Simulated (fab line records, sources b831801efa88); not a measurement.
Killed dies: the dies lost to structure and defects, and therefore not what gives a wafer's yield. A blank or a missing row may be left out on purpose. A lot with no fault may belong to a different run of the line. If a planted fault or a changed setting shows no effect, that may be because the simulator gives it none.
Which tool was responsible? | flow gf180mcu | 72 wafers from 24 lots sampled at 6 of the route's 602 steps

WHAT THE GAUGES SHOWED, per wafer
GF_HV_LDD_THK_MEAS_55.
lot  | measured     | on            | HV_LDD_CVD_54_THK (nm)
L074 | day 13 22:17 | film metro-04 | 9.86 9.83 9.76
L075 | day 14 08:56 | film metro-04 | 9.85 9.83 9.71
L076 | day 14 12:55 | film metro-02 | 9.91 9.84 9.82
L077 | day 15 03:01 | film metro-03 | 9.95 9.85 10.02
L078 | day 15 10:32 | film metro-02 | 9.88 9.93 9.89
L079 | day 15 18:32 | film metro-03 | 9.94 10.00 9.85
L080 | day 15 23:07 | film metro-04 | 10.02 9.93 10.08
L081 | day 16 05:05 | film metro-04 | 9.68 9.73 9.68
L082 | day 16 14:44 | film metro-03 | 9.81 9.84 9.79
L083 | day 16 20:27 | film metro-02 | 9.80 9.91 9.79
L084 | day 17 02:26 | film metro-03 | 10.06 10.08 10.06
L085 | day 17 09:18 | film metro-04 | 9.61 9.67 9.75
L086 | day 18 00:00 | film metro-02 | 10.02 10.20 10.11
L087 | day 18 05:36 | film metro-03 | 9.89 9.79 9.85
L088 | day 18 10:08 | film metro-04 | 9.89 9.92 9.95
L089 | day 18 17:32 | film metro-04 | 10.03 10.04 10.07
L090 | day 19 03:56 | film metro-04 | 9.94 10.10 9.97
L091 | day 19 12:38 | film metro-02 | 10.12 10.23 10.15
L092 | day 20 01:33 | film metro-03 | 9.78 9.63 9.80
L093 | day 20 03:35 | film metro-03 | 9.94 9.90 9.85
L094 | day 20 07:42 | film metro-02 | 10.26 10.18 10.12
L095 | day 20 13:11 | film metro-02 | 10.00 9.79 9.91
L096 | day 21 04:01 | film metro-02 | 9.87 9.92 9.77
L097 | day 21 05:16 | film metro-04 | 10.00 10.01 10.02

GF_M2_OVL_MEAS_15.
lot  | measured     | on         | M2_OVL (nm)
L074 | day 21 08:11 | overlay-02 | 3 -3 -1
L075 | day 21 20:56 | overlay-02 | -3 -5 -5
L076 | day 22 00:23 | overlay-01 | -1 -9 0
L077 | day 22 13:38 | overlay-01 | 5 -2 -3
L078 | day 23 01:11 | overlay-01 | 4 0 2
L079 | day 23 13:20 | overlay-01 | 1 3 2
L080 | day 23 15:32 | overlay-02 | 6 -1 3
L081 | day 23 21:08 | overlay-02 | -13 -9 -3
L082 | day 24 05:37 | overlay-01 | -8 0 2
L083 | day 24 11:05 | overlay-02 | 8 -4 3
L084 | day 24 18:26 | overlay-01 | 0 -5 -1
L085 | day 24 23:38 | overlay-02 | 8 10 10
L086 | day 25 13:08 | overlay-02 | -4 -3 -4
L087 | day 25 18:20 | overlay-02 | -1 -12 2
L088 | day 26 02:32 | overlay-01 | -5 10 -6
L089 | day 26 04:14 | overlay-01 | 11 8 11
L090 | day 26 15:53 | overlay-01 | -6 -10 -1
L091 | day 27 01:49 | overlay-02 | 2 -2 -7
L092 | day 27 09:05 | overlay-01 | 11 2 9
L093 | day 27 10:14 | overlay-02 | 1 -7 -3
L094 | day 27 16:29 | overlay-01 | 3 -2 7
L095 | day 27 23:02 | overlay-01 | -1 2 -4
L096 | day 28 06:54 | overlay-01 | 7 2 8
L097 | day 28 07:44 | overlay-01 | -2 -3 -7

GF_V2_THK_MEAS_01.
lot  | measured     | on            | V2_CVD_00_THK (nm)
L074 | day 21 08:59 | film metro-04 | 604 589 588
L075 | day 21 21:42 | film metro-03 | 595 591 604
L076 | day 22 01:11 | film metro-02 | 597 612 595
L077 | day 22 14:24 | film metro-03 | 602 593 596
L078 | day 23 01:56 | film metro-04 | 610 596 601
L079 | day 23 14:10 | film metro-04 | 598 601 589
L080 | day 23 16:20 | film metro-02 | 613 593 610
L081 | day 23 22:03 | film metro-04 | 609 609 602
L082 | day 24 06:32 | film metro-02 | 604 614 605
L083 | day 24 11:52 | film metro-04 | 598 591 596
L084 | day 24 19:20 | film metro-03 | 594 591 598
L085 | day 25 00:31 | film metro-04 | 605 605 603
L086 | day 25 13:53 | film metro-02 | 593 599 594
L087 | day 25 19:05 | film metro-03 | 598 602 600
L088 | day 26 03:21 | film metro-03 | 604 603 598
L089 | day 26 05:04 | film metro-04 | 607 607 597
L090 | day 26 16:38 | film metro-02 | 597 598 604
L091 | day 27 02:34 | film metro-03 | 604 606 614
L092 | day 27 09:50 | film metro-04 | 608 602 600
L093 | day 27 11:00 | film metro-04 | 597 598 598
L094 | day 27 17:14 | film metro-02 | 617 621 603
L095 | day 27 23:50 | film metro-02 | 613 600 603
L096 | day 28 07:41 | film metro-03 | 609 599 601
L097 | day 28 08:32 | film metro-03 | 609 607 603

EACH LOT AND THE TOOL THAT RAN IT (in order: tool; ch and the chambers of the sampled wafers; start)
lot  | GF_CONTACT_CMP_27             | GF_V1_CVD_23                  | GF_M2_SPUTTER_04
L074 | cmp-01 ch 0,1,3, day 18 00:03 | cvd w-01 ch 0,1, day 20 06:25 | pvd sputter-04, day 20 07:11
L075 | cmp-02 ch 0,1,2, day 18 12:18 | cvd w-02 ch 0,1, day 20 19:03 | pvd sputter-04, day 20 19:49
L076 | cmp-02 ch 1,2, day 18 16:35   | cvd w-02 ch 0,1, day 20 22:23 | pvd sputter-03, day 20 23:09
L077 | cmp-01 ch 1,2,3, day 19 06:12 | cvd w-01 ch 0,1, day 21 11:49 | pvd sputter-03, day 21 12:35
L078 | cmp-02 ch 1,2, day 19 18:01   | cvd w-01 ch 0,1, day 21 23:38 | pvd sputter-04, day 22 00:24
L079 | cmp-02 ch 0,1, day 20 06:40   | cvd w-02 ch 0,1, day 22 12:07 | pvd sputter-01, day 22 12:53
L080 | cmp-02 ch 1,2, day 20 08:07   | cvd w-01 ch 0,1, day 22 13:50 | pvd sputter-03, day 22 14:36
L081 | cmp-01 ch 0,2,3, day 20 15:24 | cvd w-02 ch 1, day 22 19:49   | pvd sputter-04, day 22 20:35
L082 | cmp-01 ch 0,1,2, day 21 00:01 | cvd w-02 ch 0,1, day 23 04:53 | pvd sputter-01, day 23 05:40
L083 | cmp-01 ch 0,1,3, day 21 06:31 | cvd w-01 ch 0,1, day 23 09:52 | pvd sputter-01, day 23 10:38
L084 | cmp-02 ch 0,1,3, day 21 12:54 | cvd w-02 ch 0,1, day 23 17:05 | pvd sputter-04, day 23 18:02
L085 | cmp-01 ch 1,2,3, day 21 19:07 | cvd w-02 ch 0,1, day 23 23:16 | pvd sputter-01, day 24 00:00
L086 | cmp-02 ch 0,2,3, day 22 11:04 | cvd w-01 ch 0,1, day 24 13:04 | pvd sputter-01, day 24 13:50
L087 | cmp-02 ch 0,2,3, day 22 15:45 | cvd w-01 ch 0,1, day 24 18:56 | pvd sputter-04, day 24 19:42
L088 | cmp-02 ch 0,1,2, day 22 23:33 | cvd w-01 ch 0,1, day 25 02:48 | pvd sputter-03, day 25 03:34
L089 | cmp-01 ch 0,1,2, day 23 03:19 | cvd w-01 ch 0,1, day 25 05:31 | pvd sputter-03, day 25 06:17
L090 | cmp-01 ch 0,1,2, day 23 14:30 | cvd w-02 ch 0,1, day 25 16:50 | pvd sputter-01, day 25 17:37
L091 | cmp-01 ch 0,1,3, day 24 00:25 | cvd w-01 ch 0,1, day 26 02:06 | pvd sputter-01, day 26 02:52
L092 | cmp-01 ch 0,1,2, day 24 08:32 | cvd w-02 ch 0,1, day 26 09:40 | pvd sputter-04, day 26 10:24
L093 | cmp-02 ch 1,2,3, day 24 09:43 | cvd w-02 ch 0,1, day 26 11:11 | pvd sputter-04, day 26 11:57
L094 | cmp-01 ch 2,3, day 24 16:50   | cvd w-01 ch 1, day 26 17:46   | pvd sputter-01, day 26 18:32
L095 | cmp-02 ch 0,1,2, day 25 00:25 | cvd w-02 ch 0,1, day 27 00:26 | pvd sputter-04, day 27 01:12
L096 | cmp-01 ch 0,1,2, day 25 08:54 | cvd w-02 ch 0,1, day 27 08:40 | pvd sputter-04, day 27 09:24
L097 | cmp-02 ch 0,1,2, day 25 08:55 | cvd w-01 ch 0,1, day 27 09:16 | pvd sputter-03, day 27 09:59
- GF_CONTACT_CMP_27: polishes, stops on SiO2, t overpolish 15 s, target thk 0 nm.
- GF_V1_CVD_23: deposits W, target thk 350 nm, time 105.05 s.
- GF_M2_SPUTTER_04: material TiN, target thk 50 nm, time 41.7 s.

AS READ BY THE TOOLS THEMSELVES (means over the sampled wafers that have a number; for cases with no such wafer, the mark the record gives instead)
GF_CONTACT_CMP_27.
lot  | tool   | motor current A (A) | overpolish run s (s) | time to endpoint s (s)
L074 | cmp-01 | 11.2                | 14.998               | 77
L075 | cmp-02 | 10.2                | 14.999               | 72
L076 | cmp-02 | 9.9                 | 15.001               | 71
L077 | cmp-01 | 11.4                | 15.004               | 73
L078 | cmp-02 | 9.8                 | 14.997               | 72
L079 | cmp-02 | 10.6                | 15.005               | 71
L080 | cmp-02 | 10.0                | 14.993               | 74
L081 | cmp-01 | 11.3                | 15.001               | 74
L082 | cmp-01 | 10.9                | 15.002               | 74
L083 | cmp-01 | 10.8                | 14.994               | 75
L084 | cmp-02 | 10.3                | 15.007               | 72
L085 | cmp-01 | 10.8                | 14.997               | 74
L086 | cmp-02 | 10.4                | 14.995               | 68
L087 | cmp-02 | 10.5                | 15.007               | 68
L088 | cmp-02 | 9.8                 | 15.002               | 70
L089 | cmp-01 | 10.9                | 14.995               | 69
L090 | cmp-01 | 10.7                | 14.999               | 71
L091 | cmp-01 | 11.2                | 15.002               | 75
L092 | cmp-01 | 10.8                | 14.997               | 75
L093 | cmp-02 | 10.0                | 15.005               | 71
L094 | cmp-01 | 11.6                | 14.996               | 78
L095 | cmp-02 | 10.0                | 15.001               | 72
L096 | cmp-01 | 10.6                | 15.000               | 67
L097 | cmp-02 | 9.9                 | 14.993               | 74

GF_V1_CVD_23.
lot  | tool     | heater power w (W)
L074 | cvd w-01 | 1019
L075 | cvd w-02 | 837
L076 | cvd w-02 | 829
L077 | cvd w-01 | 950
L078 | cvd w-01 | 1012
L079 | cvd w-02 | 831
L080 | cvd w-01 | 958
L081 | cvd w-02 | 827
L082 | cvd w-02 | 851
L083 | cvd w-01 | 1015
L084 | cvd w-02 | 832
L085 | cvd w-02 | 842
L086 | cvd w-01 | 961
L087 | cvd w-01 | 965
L088 | cvd w-01 | 1022
L089 | cvd w-01 | 969
L090 | cvd w-02 | 839
L091 | cvd w-01 | 1026
L092 | cvd w-02 | 850
L093 | cvd w-02 | 850
L094 | cvd w-01 | 912
L095 | cvd w-02 | 843
L096 | cvd w-02 | 837
L097 | cvd w-01 | 1018

GF_M2_SPUTTER_04.
lot  | tool           | throttle valve pct (%)
L074 | pvd sputter-04 | 29.7
L075 | pvd sputter-04 | 30.1
L076 | pvd sputter-03 | 29.6
L077 | pvd sputter-03 | 29.1
L078 | pvd sputter-04 | 30.6
L079 | pvd sputter-01 | 30.3
L080 | pvd sputter-03 | 28.9
L081 | pvd sputter-04 | 30.6
L082 | pvd sputter-01 | 29.8
L083 | pvd sputter-01 | 29.8
L084 | pvd sputter-04 | 29.5
L085 | pvd sputter-01 | 30.1
L086 | pvd sputter-01 | 29.8
L087 | pvd sputter-04 | 30.0
L088 | pvd sputter-03 | 29.5
L089 | pvd sputter-03 | 29.0
L090 | pvd sputter-01 | 30.4
L091 | pvd sputter-01 | 30.3
L092 | pvd sputter-04 | 30.8
L093 | pvd sputter-04 | 31.2
L094 | pvd sputter-01 | 30.0
L095 | pvd sputter-04 | 30.8
L096 | pvd sputter-04 | 29.6
L097 | pvd sputter-03 | 29.1

THE ANSWER, worked out from the rows above alone
Rule: what is usual is taken from the lots themselves. Put in order of their means at a reading, lots are off if they are a third of the lots or fewer, leave a main group of 4 or more, and stand apart from it by a gap of 3 or more times the standard deviation of the main group's means; of several such gaps the widest counts. A main group whose means are all the same, to the digits that the tables above print for the reading, isn't used. A lot without any number at a reading at which 4 lots or more have one is off too. Where the step has rows for the other lots, those lots are counted as sound. Order of review: gauges by route order, followed by the tools' own readings, for which a lot's mean as printed above is used. The first step at which some lot is off is used, and at that step the reading that is off furthest; a lot without a number counts as furthest.
No lot is off on any of the readings shown, so nothing can be concluded from this.

WHAT THE SIMULATOR PUT IN
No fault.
